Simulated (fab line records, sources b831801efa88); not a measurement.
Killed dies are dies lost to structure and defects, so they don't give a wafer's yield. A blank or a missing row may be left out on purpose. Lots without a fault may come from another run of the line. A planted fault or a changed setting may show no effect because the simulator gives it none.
Chamber matching | flow gf180mcu | GF_V3_CMP_04 on cmp-02: 4 sister chambers
The step polishes SiO2. 4 wafers are shown with their chamber, then 8 later ones without.

WAFERS WITH THEIR CHAMBER
wafer  | chamber | motor_current_A (A)
L301.3 | 2       | 13.6
L306.3 | 0       | 10.9
L306.5 | 1       | 9.9
L307.1 | 3       | 11.5

WAFERS WITHOUT THEIR CHAMBER
wafer  | motor_current_A (A)
L307.4 | 13.1
L307.5 | 10.6
L310.2 | 11.2
L310.3 | 10.7
L310.5 | 13.3
L312.1 | 10.8
L312.4 | 13.6
L312.6 | 10.1

WHICH CHAMBER EACH WENT THROUGH
wafer  | from the rows above     | in truth
L307.4 | 2                       | 2
L307.5 | can't be placed: 0 or 1 | 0
L310.2 | can't be placed: 0 or 3 | 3
L310.3 | 0                       | 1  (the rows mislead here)
L310.5 | 2                       | 2
L312.1 | 0                       | 0
L312.4 | 2                       | 2
L312.6 | 1                       | 1
Placed correctly: 5 of 8. Can't be placed from these rows: 2 (the true chamber is among the candidates in 2). Placed wrongly: 1.
How it was worked out, from the rows above alone: a wafer's distance from a chamber is the root of the sum, over the readings, of the square of ((its reading less the chamber's mean) divided by the reading's scatter). The wafer belongs to the nearest chamber; if the next one is less than 2 further off, it can't be placed. A chamber's mean is the mean of its shown wafers. The scatter: with one shown wafer a chamber, the root of the mean of the squares of how far each hidden wafer lies from its nearest shown one.
